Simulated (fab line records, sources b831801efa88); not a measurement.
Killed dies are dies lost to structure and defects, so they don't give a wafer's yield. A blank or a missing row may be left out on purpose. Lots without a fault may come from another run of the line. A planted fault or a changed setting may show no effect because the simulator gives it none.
fab line records | flow gf180mcu
record lots=5 wafers=15 last_day=34
route steps=602 shown POLY_GATE@158 HV_LDD@176
lots that met no fault: from a run of the same line without faults
start_h: hours from the record's first day to the start of the lot's first wafer shown | wait_h: hours since the lot's step before | " the same as in the row above | L1.1+2: a row that stands for several wafers | - no value, or no start given | * or withheld: withheld | < > ~ a bound
route shown NAME@n: a module of which the file shows steps, and the number in the route of the first | usual: mean/standard deviation of fault-free wafers | same: alike in all rows | chamber/n: place in a boat | sites: the reading at each site | _std_site: their standard deviation | _edge_site: outer sites' mean less inner sites' | radius_mm: how far each site lies from the wafer's centre | mask NAME#n: copy n | behind: the tool/chamber that last shaped the wafer | hold: why the lot was held/for how many hours/how that ended | device: the transistor (n, p or np) that didn't switch | end of line: the same wafers' tests at the end of the route | a step without rows: its recipe alone | killed: dies lost to structure and defects at the first sort, not the wafer's yield | map: a wafer's dies, x killed, . not, _ none there
set.NAME: the setting as run; set.NAME@STEP: as run at that earlier step | model.NAME: the simulator's own value behind a step, which no gauge read
lots at some steps of the route; a table a step, a row a wafer
services: from which hour (start_h, from the record's first day; less than 0 if before it) a tool's chamber was out of use, for how many hours, and why
## steps
# step GF_POLY_GATE_THK_MEAS_01
# recipe reads=poly-Si_of_POLY_GATE_CVD_00
# usual POLY_GATE_CVD_00_THK=200.0/2.1
# columns lot.wafer tool chamber start_h wait_h POLY_GATE_CVD_00_THK[nm]
L078.1 film_metro-02 - 207.29 0.0 201.6
L078.4 " - " " 202.1
L078.5 " - " " 201.4
L081.2 film_metro-01 - 228.46 0.0 200.3
L081.4 " - " " 199.8
L081.6 " - " " 200.2
L086.3 film_metro-01 - 265.82 0.0 200.6
L086.4 " - " " 199.8
L086.5 " - " " 200.7
L088.1 film_metro-01 - 280.29 0.0 201.5
L088.3 " - " " 203.1
L088.6 " - " " 203.1
L096.4 film_metro-01 - 337.13 0.0 195.1
L096.5 " - " " 196.1
L096.6 " - " " 194.7
# step GF_POLY_GATE_DEHYDRATE_02
# recipe temp_c=200 time_s=60
# usual heater_power_total_W=160.39/0.13
# columns lot.wafer tool chamber start_h wait_h heater_power_total_W
L078.1 litho_track-01 0 215.39 8.1 160.49
L078.4 " 0 " " 160.37
L078.5 " 0 " " 160.52
L081.2 litho_track-01 0 236.91 8.4 160.35
L081.4 " 0 " " 160.61
L081.6 " 0 " " 160.41
L086.3 litho_track-04 0 275.19 9.4 160.43
L086.4 " 0 " " 160.21
L086.5 " 0 " " 160.56
L088.1 litho_track-01 0 289.94 9.6 160.50
L088.3 " 0 " " 160.38
L088.6 " 0 " " 160.29
L096.4 litho_track-03 0 346.62 9.5 160.46
L096.5 " 0 " " 160.49
L096.6 " 0 " " 160.48
# step GF_POLY_GATE_HMDS_03
# recipe prime_time_s=60 prime_temp_c=120
# columns lot.wafer tool chamber start_h wait_h
L078.1+4+5 litho_track-01 0 215.54 0.1
L081.2+4+6 litho_track-01 0 237.06 0.1
L086.3+4+5 litho_track-04 0 275.34 0.1
L088.1+3+6 litho_track-01 0 290.09 0.1
L096.4+5+6 litho_track-03 0 346.77 0.1
# step GF_POLY_GATE_COAT_04
# recipe resist=BARC temp_c=withheld time_s=withheld spin_rpm=withheld resist_thk_nm=withheld
# columns lot.wafer tool chamber start_h wait_h
L078.1+4+5 litho_track-01 0 215.69 0.1
L081.2+4+6 litho_track-01 0 237.21 0.1
L086.3+4+5 litho_track-04 0 275.49 0.1
L088.1+3+6 litho_track-01 0 290.24 0.1
L096.4+5+6 litho_track-03 0 346.92 0.1
# step GF_POLY_GATE_COAT_05
# recipe resist=KrF spin_rpm=withheld resist_thk_nm=700
# columns lot.wafer tool chamber start_h wait_h
L078.1+4+5 litho_track-01 0 - -
L081.2+4+6 litho_track-01 0 - -
L086.3+4+5 litho_track-04 0 - -
L088.1+3+6 litho_track-01 0 - -
L096.4+5+6 litho_track-03 0 - -
# step GF_POLY_GATE_SOFTBAKE_06
# recipe temp_c=130 time_s=60 resist=KrF
# usual heater_power_total_W=93.06/0.056
# columns lot.wafer tool chamber start_h wait_h heater_power_total_W
L078.1 litho_track-01 0 - - 93.06
L078.4 " 0 " " 93.07
L078.5 " 0 " " 93.08
L081.2 litho_track-01 0 - - 93.14
L081.4 " 0 " " 93.15
L081.6 " 0 " " 93.02
L086.3 litho_track-04 0 - - 93.10
L086.4 " 0 " " 93.04
L086.5 " 0 " " 93.03
L088.1 litho_track-01 0 - - 92.93
L088.3 " 0 " " 93.06
L088.6 " 0 " " 93.08
L096.4 litho_track-03 0 - - 92.91
L096.5 " 0 " " 93.12
L096.6 " 0 " " 93.08
# step GF_POLY_GATE_EXPOSE_07
# recipe mask_id=Poly2 target_cd_nm=280 na=0.68 source_shape=conventional sigma_outer=0.6 dose_mj=28
# columns lot.wafer tool chamber start_h wait_h mask
L078.1+4+5 krf_scanner-01 0 - - Poly2#0
L081.2+4+6 krf_scanner-02 0 - - Poly2#0
L086.3+4+5 krf_scanner-01 0 - - Poly2#0
L088.1+3+6 krf_scanner-01 0 - - Poly2#0
L096.4+5+6 krf_scanner-02 0 - - Poly2#0
# step GF_POLY_GATE_PEB_08
# recipe peb_temp_c=135 peb_time_s=90 resist=KrF
# usual heater_power_total_W=85.71/0.081
# columns lot.wafer tool chamber start_h wait_h heater_power_total_W
L078.1 litho_track-04 0 - - 85.74
L078.4 " 0 " " 85.83
L078.5 " 0 " " 85.75
L081.2 litho_track-04 0 - - 85.64
L081.4 " 0 " " 85.78
L081.6 " 0 " " 85.73
L086.3 litho_track-01 0 - - 85.76
L086.4 " 0 " " 85.80
L086.5 " 0 " " 85.65
L088.1 litho_track-01 0 - - 85.70
L088.3 " 0 " " 85.88
L088.6 " 0 " " 85.77
L096.4 litho_track-01 0 - - 85.62
L096.5 " 0 " " 85.72
L096.6 " 0 " " 85.76
# step GF_POLY_GATE_DEVELOP_09
# recipe develop_time_s=60 resist=KrF dev_temp_c=21
# columns lot.wafer tool chamber start_h wait_h
L078.1+4+5 litho_track-04 0 225.04 0.2
L081.2+4+6 litho_track-04 0 247.07 0.2
L086.3+4+5 litho_track-01 0 285.79 0.1
L088.1+3+6 litho_track-01 0 300.64 0.2
L096.4+5+6 litho_track-01 0 358.21 0.1
# step GF_POLY_GATE_CD_MEAS_10
# recipe target_cd_nm=280
# usual cd_nm=279.9/1.2
# columns lot.wafer tool chamber start_h wait_h cd_nm
L078.1 cd_sem-02 - 225.19 0.1 279.3
L078.4 " - " " 278.0
L078.5 " - " " 279.3
L081.2 cd_sem-02 - 247.21 0.1 280.5
L081.4 " - " " 280.6
L081.6 " - " " 280.8
L086.3 cd_sem-02 - 285.93 0.1 278.7
L086.4 " - " " 278.7
L086.5 " - " " 280.1
L088.1 cd_sem-01 - 300.79 0.1 281.9
L088.3 " - " " 281.6
L088.6 " - " " 281.1
L096.4 cd_sem-01 - 358.35 0.1 279.7
L096.5 " - " " 280.3
L096.6 " - " " 279.2
# step GF_POLY_GATE_OVL_MEAS_11
# usual POLY_GATE_OVL=0/4.8
# columns lot.wafer tool chamber start_h wait_h POLY_GATE_OVL[nm]
L078.1 overlay-02 - 225.31 0.1 6
L078.4 " - " " 6
L078.5 " - " " 4
L081.2 overlay-01 - 247.32 0.1 9
L081.4 " - " " 1
L081.6 " - " " 2
L086.3 overlay-02 - 286.02 0.1 -5
L086.4 " - " " -2
L086.5 " - " " -4
L088.1 overlay-01 - 300.91 0.1 -4
L088.3 " - " " -10
L088.6 " - " " 1
L096.4 overlay-01 - 358.42 0.1 4
L096.5 " - " " 4
L096.6 " - " " 3
# step GF_POLY_GATE_ETCH_12
# recipe chemistry=N2/H2 target_depth_a=withheld overetch_a=withheld time_s=withheld target=BARC ion_energy_ev=200 source_w=500 bias_w=100 pressure_mtorr=30 n2_flow_sccm=100 h2_flow_sccm=200
# usual bias_w=100.0/0.31 drypump_motor_current_A=5.7/0.38 oes_product_au=0.735/0.0043 throttle_valve_pct=13.213/0.0093
# columns lot.wafer tool chamber start_h wait_h bias_w drypump_motor_current_A oes_product_au throttle_valve_pct
L078.1 rie_diel-04 2 225.35 0.0 100.0 5.2 0.733 13.224
L078.4 " 1 " " 100.1 6.0 0.738 13.231
L078.5 " 2 " " 100.0 5.1 0.741 13.197
L081.2 rie_diel-01 3 247.35 0.0 99.9 5.8 0.739 13.217
L081.4 " 1 " " 99.7 6.0 0.739 13.222
L081.6 " 1 " " 100.3 6.0 0.738 13.218
L086.3 rie_diel-04 3 286.04 0.0 100.3 5.4 0.727 13.208
L086.4 " 0 " " 99.8 6.0 0.741 13.215
L086.5 " 2 " " 100.2 5.1 0.737 13.207
L088.1 rie_diel-04 3 300.94 0.0 99.6 5.4 0.738 13.227
L088.3 " 2 " " 99.7 5.1 0.740 13.209
L088.6 " 2 " " 99.6 5.1 0.735 13.208
L096.4 rie_diel-04 1 358.44 0.0 99.6 6.0 0.731 13.219
L096.5 " 3 " " 99.6 5.4 0.734 13.209
L096.6 " 2 " " 100.3 5.2 0.739 13.200
# step GF_POLY_GATE_ETCH_13
# recipe target=poly-Si target_depth_nm=198.5 stop_on=SiO2 over_etch_frac=0.403 chemistry=HBr/Cl2 icp_w=400 bias_w=100 pressure_mtorr=10 HBr_flow_sccm=150 Cl2_flow_sccm=50 time_s=69.6
# usual bias_w=100.01/0.3 drypump_motor_current_A=5.6/0.41 oes_product_au=0.993/0.0083 throttle_valve_pct=33.686/0.0097
# columns lot.wafer tool chamber start_h wait_h bias_w drypump_motor_current_A oes_product_au rf_hours_counter_h throttle_valve_pct
L078.1 rie_si-01 2 225.40 - 99.88 5.3 0.991 108 33.678
L078.4 " 3 " " 99.64 4.9 0.997 20 33.692
L078.5 " 0 " " 99.63 5.7 0.988 - 33.694
L081.2 rie_si-02 2 247.43 - 99.58 5.5 0.994 2 33.679
L081.4 " 1 " " 100.57 6.2 0.982 1 33.686
L081.6 " 3 " " 99.83 5.7 0.990 - 33.707
L086.3 rie_si-01 3 286.09 - 100.02 4.9 0.989 21 33.695
L086.4 " 2 " " 100.24 5.3 0.996 0 33.685
L086.5 " 2 " " 100.31 5.3 0.992 - 33.685
L088.1 rie_si-02 1 300.99 - 99.92 6.2 0.992 1 33.686
L088.3 " 3 " " 99.32 5.6 0.996 1 33.678
L088.6 " 0 " " 99.95 5.7 1.004 - 33.682
L096.4 rie_si-01 2 358.49 - 99.93 5.3 0.977 1 33.680
L096.5 " 2 " " 100.04 5.4 0.986 - 33.698
L096.6 " 3 " " 99.86 4.9 0.980 - 33.690
# step GF_POLY_GATE_STRIP_14
# recipe chemistry=O2/N2 power_w=1400 pressure_mtorr=1500 platen_temp_c=250 o2_flow_sccm=3000 n2_flow_sccm=300 overash_fraction=0.5
# usual drypump_motor_current_A=6.04/0.29 heater_power_w=347/35 oes_product_au=0.505/0.0049
# columns lot.wafer tool chamber start_h wait_h drypump_motor_current_A heater_power_w oes_product_au rf_hours_counter_h
L078.1 plasma_asher-02 0 225.46 0.0 5.67 349 0.501 55
L078.4 " 1 " " 5.72 342 0.506 -
L078.5 " 0 " " 5.69 343 0.501 -
L081.2 plasma_asher-04 1 247.48 0.0 5.92 329 0.501 44
L081.4 " 1 " " 5.89 327 0.506 -
L081.6 " 0 " " 6.21 298 0.498 -
L086.3 plasma_asher-01 0 286.18 0.1 6.09 345 0.503 -
L086.4 " 1 " " 6.49 396 0.512 -
L086.5 " 0 " " 6.08 333 0.501 -
L088.1 plasma_asher-02 0 301.05 0.0 5.67 332 0.510 63
L088.3 " 0 " " 5.67 341 0.504 -
L088.6 " 1 " " 5.72 332 0.503 -
L096.4 plasma_asher-01 1 358.58 0.1 6.47 415 0.509 -
L096.5 " 0 " " 6.11 335 0.503 -
L096.6 " 1 " " 6.50 413 0.514 -
# step GF_POLY_GATE_CLEAN_15
# recipe chemistry=SC1/SC2 mix=1:4:20 temp_c=70 time_s=150 dry=n2_spin
# columns lot.wafer tool chamber start_h wait_h
L078.1+4+5 wet_bench-04 1 225.57 0.1
L081.2+4+6 wet_bench-03 1 247.58 0.1
L086.3+4+5 wet_bench-04 3 286.25 0.0
L088.1+3+6 wet_bench-04 0 301.15 0.1
L096.4+5+6 wet_bench-01 1 358.65 0.0
# step GF_POLY_GATE_OXIDATION_16
# recipe temp_c=850 ambient=O2 stabilise_s=600 purge_s=300 target_thk_a=40 ox_time_s=899
# usual spike_tc_centre_C=850.1/1.1 zone_power_top_pct=28/3.4
# columns lot.wafer tool chamber start_h wait_h spike_tc_centre_C zone_power_top_pct
L078.1 furnace-02 0 226.71 1.1 848.2 24
L078.4 " 0 " " 851.9 24
L078.5 " 0 " " 849.4 24
L081.2 furnace-02 0 247.63 0.0 850.0 25
L081.4 " 0 " " 851.2 24
L081.6 " 0 " " 851.6 25
L086.3 furnace-02 0 287.05 0.8 849.2 24
L086.4 " 0 " " 849.4 24
L086.5 " 0 " " 849.2 24
L088.1 furnace-01 0 302.12 0.9 850.4 31
L088.3 " 0 " " 849.1 31
L088.6 " 0 " " 848.7 31
L096.4 furnace-01 0 358.70 0.0 849.3 31
L096.5 " 0 " " 851.3 31
L096.6 " 0 " " 849.8 32
# step GF_POLY_GATE_THK_MEAS_17
# recipe reads=SiO2_of_POLY_GATE_OXIDATION_16
# usual POLY_GATE_OXIDATION_THK=3.99/0.092
# columns lot.wafer tool chamber start_h wait_h POLY_GATE_OXIDATION_THK[nm]
L078.1 film_metro-01 - 227.96 0.0 3.86
L078.4 " - " " 3.97
L078.5 " - " " 3.89
L081.2 film_metro-03 - 248.89 0.0 3.99
L081.4 " - " " 3.95
L081.6 " - " " 3.99
L086.3 film_metro-03 - 288.32 0.0 4.03
L086.4 " - " " 3.94
L086.5 " - " " 3.99
L088.1 film_metro-03 - 303.37 0.0 3.87
L088.3 " - " " 3.96
L088.6 " - " " 3.89
L096.4 film_metro-03 - 359.98 0.0 4.07
L096.5 " - " " 4.10
L096.6 " - " " 4.12
# step GF_POLY_GATE_CD_MEAS_18
# usual cd_nm=280.2/2.1
# columns lot.wafer tool chamber start_h wait_h cd_nm
L078.1 cd_sem-02 - 228.02 0.1 281.6
L078.4 " - " " 275.8
L078.5 " - " " 279.5
L081.2 cd_sem-02 - 248.99 0.1 279.0
L081.4 " - " " 283.8
L081.6 " - " " 282.0
L086.3 cd_sem-01 - 288.42 0.1 277.9
L086.4 " - " " 277.3
L086.5 " - " " 280.0
L088.1 cd_sem-01 - 303.43 0.1 282.5
L088.3 " - " " 280.7
L088.6 " - " " 282.0
L096.4 cd_sem-02 - 360.09 0.1 280.3
L096.5 " - " " 280.4
L096.6 " - " " 279.7
# step GF_HV_LDD_DEHYDRATE_00
# recipe temp_c=200 time_s=60
# usual heater_power_total_W=160.37/0.12
# columns lot.wafer tool chamber start_h wait_h heater_power_total_W
L078.1 litho_track-02 0 236.00 7.9 160.33
L078.4 " 0 " " 160.47
L078.5 " 0 " " 160.55
L081.2 litho_track-03 0 257.97 8.9 160.68
L081.4 " 0 " " 160.41
L081.6 " 0 " " 160.32
L086.3 litho_track-03 0 297.74 9.3 160.21
L086.4 " 0 " " 160.34
L086.5 " 0 " " 160.30
L088.1 litho_track-03 0 313.34 9.9 160.54
L088.3 " 0 " " 160.14
L088.6 " 0 " " 160.46
L096.4 litho_track-04 0 370.32 10.2 160.33
L096.5 " 0 " " 160.33
L096.6 " 0 " " 160.33
# step GF_HV_LDD_HMDS_01
# recipe prime_time_s=60 prime_temp_c=120
# columns lot.wafer tool chamber start_h wait_h
L078.1+4+5 litho_track-02 0 236.15 0.1
L081.2+4+6 litho_track-03 0 258.12 0.1
L086.3+4+5 litho_track-03 0 297.89 0.1
L088.1+3+6 litho_track-03 0 313.49 0.1
L096.4+5+6 litho_track-04 0 370.47 0.1
# step GF_HV_LDD_COAT_02
# recipe resist=NOVOLAK spin_rpm=3000 resist_thk_nm=1000
# columns lot.wafer tool chamber start_h wait_h
L078.1+4+5 litho_track-02 0 236.30 0.1
L081.2+4+6 litho_track-03 0 258.27 0.1
L086.3+4+5 litho_track-03 0 298.04 0.1
L088.1+3+6 litho_track-03 0 313.64 0.1
L096.4+5+6 litho_track-04 0 370.62 0.1
# step GF_HV_LDD_SOFTBAKE_03
# recipe temp_c=90 time_s=60 resist=NOVOLAK
# usual heater_power_total_W=56.60/0.047
# columns lot.wafer tool chamber start_h wait_h heater_power_total_W
L078.1 litho_track-02 0 236.45 0.1 56.58
L078.4 " 0 " " 56.62
L078.5 " 0 " " 56.57
L081.2 litho_track-03 0 258.42 0.1 56.61
L081.4 " 0 " " 56.57
L081.6 " 0 " " 56.57
L086.3 litho_track-03 0 298.19 0.1 56.57
L086.4 " 0 " " 56.65
L086.5 " 0 " " 56.65
L088.1 litho_track-03 0 313.79 0.1 56.65
L088.3 " 0 " " 56.47
L088.6 " 0 " " 56.67
L096.4 litho_track-04 0 370.77 0.1 56.68
L096.5 " 0 " " 56.67
L096.6 " 0 " " 56.66
# step GF_HV_LDD_EXPOSE_04
# recipe mask_id=Nplus_LV_AREA target_cd_nm=400 na=0.6 source_shape=conventional sigma_outer=0.6 dose_mj=140
# columns lot.wafer tool chamber start_h wait_h mask
L078.1+4+5 iline_stepper-02 0 - - Nplus_LV_AREA#0
L081.2+4+6 iline_stepper-01 0 - - Nplus_LV_AREA#0
L086.3+4+5 iline_stepper-02 0 - - Nplus_LV_AREA#0
L088.1+3+6 iline_stepper-02 0 - - Nplus_LV_AREA#0
L096.4+5+6 iline_stepper-02 0 - - Nplus_LV_AREA#0
# step GF_HV_LDD_PEB_05
# recipe temp_c=withheld time_s=* resist=NOVOLAK
# columns lot.wafer tool chamber start_h wait_h
L078.1+4+5 litho_track-03 0 - -
L081.2+4+6 litho_track-03 0 - -
L086.3+4+5 litho_track-02 0 - -
L088.1+3+6 litho_track-03 0 - -
L096.4+5+6 litho_track-04 0 - -
# step GF_HV_LDD_DEVELOP_06
# recipe develop_time_s=60 dev_temp_c=23
# columns lot.wafer tool chamber start_h wait_h
L078.1+4+5 litho_track-03 0 246.24 0.1
L081.2+4+6 litho_track-03 0 268.27 0.1
L086.3+4+5 litho_track-02 0 308.45 0.1
L088.1+3+6 litho_track-03 0 323.69 0.1
L096.4+5+6 litho_track-04 0 382.62 0.1
# step GF_HV_LDD_CD_MEAS_07
# recipe target_cd_nm=400
# usual cd_nm=399.4/2.6
# columns lot.wafer tool chamber start_h wait_h cd_nm
L078.1 cd_sem-02 - 246.39 0.1 404.8
L078.4 " - " " 401.9
L078.5 " - " " 401.6
L081.2 cd_sem-02 - 268.41 0.1 398.8
L081.4 " - " " 400.1
L081.6 " - " " 399.8
L086.3 cd_sem-02 - 308.59 0.1 399.9
L086.4 " - " " 399.4
L086.5 " - " " 400.5
L088.1 cd_sem-01 - 323.84 0.1 399.2
L088.3 " - " " 400.0
L088.6 " - " " 402.9
L096.4 cd_sem-01 - 382.75 0.1 395.4
L096.5 " - " " 395.7
L096.6 " - " " 395.8
# step GF_HV_LDD_OVL_MEAS_08
# usual HV_LDD_OVL=0.3/1.2
# columns lot.wafer tool chamber start_h wait_h HV_LDD_OVL[nm]
L078.1 overlay-01 - 246.51 0.1 0.0
L078.4 " - " " -0.4
L078.5 " - " " 0.6
L081.2 overlay-01 - 268.52 0.1 1.3
L081.4 " - " " -0.1
L081.6 " - " " -0.3
L086.3 overlay-01 - 308.68 0.1 -0.6
L086.4 " - " " -1.9
L086.5 " - " " -2.0
L088.1 overlay-01 - 323.96 0.1 -0.4
L088.3 " - " " -0.9
L088.6 " - " " -0.9
L096.4 overlay-02 - 382.83 0.1 0.7
L096.5 " - " " 0.9
L096.6 " - " " 2.2
# step GF_HV_LDD_IMPLANT_09
# recipe species=As energy_kev=40 dose_cm2=1e+14 tilt_deg=7
# columns lot.wafer tool chamber start_h wait_h
L078.1+4+5 implanter-03 0 246.55 0.0
L081.2+4+6 implanter-04 0 268.58 0.0
L086.3+4+5 implanter-03 0 308.75 0.1
L088.1+3+6 implanter-04 0 324.00 0.0
L096.4+5+6 implanter-03 0 382.92 0.1
# step GF_HV_LDD_STRIP_10
# recipe chemistry=O2/N2 power_w=1400 pressure_mtorr=1500 platen_temp_c=250 o2_flow_sccm=3000 n2_flow_sccm=300 overash_fraction=0.5
# usual drypump_motor_current_A=5.9/0.57 heater_power_w=365/42 oes_product_au=0.716/0.0046 strip_time_to_endpoint_s=12.63/0.032
# columns lot.wafer tool chamber start_h wait_h drypump_motor_current_A heater_power_w oes_product_au rf_hours_counter_h strip_time_to_endpoint_s
L078.1 plasma_asher-04 1 246.70 0.1 5.9 334 0.717 44 12.58
L078.4 " 1 " " 5.9 324 0.723 - 12.63
L078.5 " 0 " " 6.2 299 0.726 - 12.61
L081.2 plasma_asher-01 0 268.70 0.1 6.1 340 0.720 16 12.65
L081.4 " 1 " " 6.5 409 0.720 - 12.63
L081.6 " 1 " " 6.5 417 0.716 - 12.65
L086.3 plasma_asher-03 0 308.89 0.1 6.0 412 0.720 - 12.68
L086.4 " 1 " " 4.8 357 0.718 - 12.65
L086.5 " 0 " " 6.0 421 0.720 - 12.64
L088.1 plasma_asher-03 0 324.15 0.1 6.0 411 0.715 70 12.66
L088.3 " 1 " " 4.8 346 0.716 - 12.67
L088.6 " 0 " " 6.0 424 0.710 - 12.68
L096.4 plasma_asher-01 1 383.03 0.1 6.5 408 0.721 - 12.62
L096.5 " 1 " " 6.5 412 0.714 - 12.62
L096.6 " 0 " " 6.1 344 0.716 - 12.64
# step GF_HV_LDD_TW_MEAS_11
# usual HV_LDD_TW=2393/16
# columns lot.wafer tool chamber start_h wait_h HV_LDD_TW
L078.1 film_metro-02 - 246.80 0.1 2419
L078.4 " - " " 2408
L078.5 " - " " 2404
L081.2 film_metro-02 - 268.81 0.1 2405
L081.4 " - " " 2413
L081.6 " - " " 2412
L086.3 film_metro-01 - 308.97 0.1 2409
L086.4 " - " " 2395
L086.5 " - " " 2392
L088.1 film_metro-04 - 324.25 0.1 2388
L088.3 " - " " 2365
L088.6 " - " " 2363
L096.4 film_metro-01 - 383.13 0.1 2390
L096.5 " - " " 2377
L096.6 " - " " 2385
# step GF_HV_LDD_DEHYDRATE_12
# recipe temp_c=200 time_s=60
# usual heater_power_total_W=160.37/0.11
# columns lot.wafer tool chamber start_h wait_h heater_power_total_W
L078.1 litho_track-04 0 255.74 8.9 160.28
L078.4 " 0 " " 160.29
L078.5 " 0 " " 160.40
L081.2 litho_track-04 0 278.42 9.6 160.43
L081.4 " 0 " " 160.33
L081.6 " 0 " " 160.55
L086.3 litho_track-03 0 318.74 9.8 160.47
L086.4 " 0 " " 160.41
L086.5 " 0 " " 160.17
L088.1 litho_track-03 0 334.54 10.3 160.41
L088.3 " 0 " " 160.52
L088.6 " 0 " " 160.27
L096.4 litho_track-04 0 393.67 10.5 160.34
L096.5 " 0 " " 160.20
L096.6 " 0 " " 160.37
# step GF_HV_LDD_HMDS_13
# recipe prime_time_s=60 prime_temp_c=120
# columns lot.wafer tool chamber start_h wait_h
L078.1+4+5 litho_track-04 0 255.89 0.1
L081.2+4+6 litho_track-04 0 278.57 0.1
L086.3+4+5 litho_track-03 0 318.89 0.1
L088.1+3+6 litho_track-03 0 334.69 0.1
L096.4+5+6 litho_track-04 0 393.82 0.1
# step GF_HV_LDD_COAT_14
# recipe resist=NOVOLAK spin_rpm=3000 resist_thk_nm=1000
# columns lot.wafer tool chamber start_h wait_h
L078.1+4+5 litho_track-04 0 256.04 0.1
L081.2+4+6 litho_track-04 0 278.72 0.1
L086.3+4+5 litho_track-03 0 319.04 0.1
L088.1+3+6 litho_track-03 0 334.84 0.1
L096.4+5+6 litho_track-04 0 393.97 0.1
# step GF_HV_LDD_SOFTBAKE_15
# recipe temp_c=90 time_s=60 resist=NOVOLAK
# usual heater_power_total_W=56.60/0.047
# columns lot.wafer tool chamber start_h wait_h heater_power_total_W
L078.1 litho_track-04 0 256.19 0.1 56.59
L078.4 " 0 " " 56.61
L078.5 " 0 " " 56.62
L081.2 litho_track-04 0 278.87 0.1 56.56
L081.4 " 0 " " 56.62
L081.6 " 0 " " 56.71
L086.3 litho_track-03 0 319.19 0.1 56.62
L086.4 " 0 " " 56.64
L086.5 " 0 " " 56.64
L088.1 litho_track-03 0 334.99 0.1 56.62
L088.3 " 0 " " 56.68
L088.6 " 0 " " 56.50
L096.4 litho_track-04 0 394.12 0.1 56.53
L096.5 " 0 " " 56.57
L096.6 " 0 " " 56.59
# step GF_HV_LDD_EXPOSE_16
# recipe mask_id=Pplus_LV_AREA target_cd_nm=400 na=0.6 source_shape=conventional sigma_outer=0.6 dose_mj=140
# columns lot.wafer tool chamber start_h wait_h mask
L078.1+4+5 iline_stepper-02 0 - - Pplus_LV_AREA#0
L081.2+4+6 iline_stepper-01 0 - - Pplus_LV_AREA#0
L086.3+4+5 iline_stepper-01 0 - - Pplus_LV_AREA#0
L088.1+3+6 iline_stepper-01 0 - - Pplus_LV_AREA#0
L096.4+5+6 iline_stepper-01 0 - - Pplus_LV_AREA#0
# step GF_HV_LDD_PEB_17
# recipe temp_c=withheld time_s=* resist=NOVOLAK
# columns lot.wafer tool chamber start_h wait_h
L078.1+4+5 litho_track-04 0 - -
L081.2+4+6 litho_track-03 0 - -
L086.3+4+5 litho_track-04 0 - -
L088.1+3+6 litho_track-04 0 - -
L096.4+5+6 litho_track-04 0 - -
# step GF_HV_LDD_DEVELOP_18
# recipe develop_time_s=60 dev_temp_c=23
# columns lot.wafer tool chamber start_h wait_h
L078.1+4+5 litho_track-04 0 266.19 0.1
L081.2+4+6 litho_track-03 0 289.07 0.1
L086.3+4+5 litho_track-04 0 329.64 0.1
L088.1+3+6 litho_track-04 0 345.19 0.1
L096.4+5+6 litho_track-04 0 405.67 0.1
# step GF_HV_LDD_CD_MEAS_19
# recipe target_cd_nm=400
# usual cd_nm=399.8/2.7
# columns lot.wafer tool chamber start_h wait_h cd_nm
L078.1 cd_sem-01 - 266.34 0.1 400.6
L078.4 " - " " 400.7
L078.5 " - " " 400.9
L081.2 cd_sem-02 - 289.21 0.1 400.7
L081.4 " - " " 400.7
L081.6 " - " " 398.9
L086.3 cd_sem-02 - 329.78 0.1 399.2
L086.4 " - " " 399.9
L086.5 " - " " 399.8
L088.1 cd_sem-01 - 345.34 0.1 400.9
L088.3 " - " " 400.5
L088.6 " - " " 399.9
L096.4 cd_sem-01 - 405.80 0.1 398.4
L096.5 " - " " 398.0
L096.6 " - " " 396.9
# step GF_HV_LDD_OVL_MEAS_20
# usual HV_LDD_01_OVL=-0.5/1.3
# columns lot.wafer tool chamber start_h wait_h HV_LDD_01_OVL[nm]
L078.1 overlay-02 - 266.46 0.1 -0.2
L078.4 " - " " 0.5
L078.5 " - " " 1.2
L081.2 overlay-02 - 289.32 0.1 -2.2
L081.4 " - " " -0.1
L081.6 " - " " -1.0
L086.3 overlay-02 - 329.87 0.1 -2.2
L086.4 " - " " -2.2
L086.5 " - " " -1.0
L088.1 overlay-01 - 345.46 0.1 2.8
L088.3 " - " " 1.6
L088.6 " - " " 2.1
L096.4 overlay-02 - 405.88 0.1 -0.5
L096.5 " - " " -0.9
L096.6 " - " " -1.3
# step GF_HV_LDD_IMPLANT_21
# recipe species=BF2 energy_kev=25 dose_cm2=5e+13 tilt_deg=7
# columns lot.wafer tool chamber start_h wait_h
L078.1+4+5 implanter-04 0 266.50 0.0
L081.2+4+6 implanter-03 0 289.37 0.0
L086.3+4+5 implanter-03 0 329.95 0.1
L088.1+3+6 implanter-04 0 345.50 0.0
L096.4+5+6 implanter-03 0 405.97 0.1
# step GF_HV_LDD_STRIP_22
# recipe chemistry=O2/N2 power_w=1400 pressure_mtorr=1500 platen_temp_c=250 o2_flow_sccm=3000 n2_flow_sccm=300 overash_fraction=0.5
# usual drypump_motor_current_A=5.9/0.5 heater_power_w=352/43 oes_product_au=0.716/0.0049 strip_time_to_endpoint_s=12.63/0.043
# columns lot.wafer tool chamber start_h wait_h drypump_motor_current_A heater_power_w oes_product_au rf_hours_counter_h strip_time_to_endpoint_s
L078.1 plasma_asher-04 0 266.65 0.1 6.2 305 0.720 46 12.64
L078.4 " 0 " " 6.2 298 0.715 - 12.55
L078.5 " 1 " " 5.9 324 0.717 - 12.63
L081.2 plasma_asher-01 1 289.50 0.1 6.5 412 0.713 19 12.58
L081.4 " 1 " " 6.5 416 0.709 - 12.61
L081.6 " 0 " " 6.1 337 0.728 - 12.64
L086.3 plasma_asher-03 0 330.08 0.1 6.0 413 0.708 - 12.70
L086.4 " 1 " " 4.8 352 0.715 - 12.67
L086.5 " 0 " " 6.0 406 0.711 - 12.64
L088.1 plasma_asher-03 1 345.65 0.1 4.8 349 0.714 73 12.66
L088.3 " 0 " " 6.0 413 0.712 - 12.66
L088.6 " 0 " " 6.0 408 0.729 - 12.64
L096.4 plasma_asher-03 1 406.08 0.1 4.8 350 0.719 - 12.63
L096.5 " 1 " " 4.8 341 0.718 - 12.59
L096.6 " 0 " " 6.0 415 0.710 - 12.56
## services
# columns tool chamber start_h hours kind
iline_stepper-01 - 196.73 0.6 repair
rie_diel-04 1 197.44 1.2 repair
implanter-03 - 213.17 1.1 repair
furnace-02 - 243.25 2.8 pm
krf_scanner-01 - 252.07 0.8 pm
krf_scanner-01 - 254.71 1.0 pm
plasma_asher-04 - 274.91 2.8 pm
plasma_asher-03 - 277.39 1.5 repair
iline_stepper-02 - 283.11 4.4 pm
iline_stepper-01 - 292.14 1.7 pm
iline_stepper-02 - 294.86 2.4 repair
rie_si-01 3 298.42 2.2 repair
plasma_asher-01 - 304.10 3.2 repair
iline_stepper-01 - 313.72 1.0 repair
rie_diel-04 0 320.27 10.3 repair
furnace-02 - 339.27 3.3 pm
iline_stepper-02 - 339.81 7.3 repair
krf_scanner-01 - 339.84 1.3 pm
implanter-03 - 345.41 1.9 repair
rie_diel-04 0 351.06 4.7 repair
implanter-03 - 364.15 6.1 pm
iline_stepper-02 - 372.68 4.6 repair
implanter-04 - 378.77 1.1 repair
iline_stepper-01 - 380.80 4.4 pm
## key
fault none
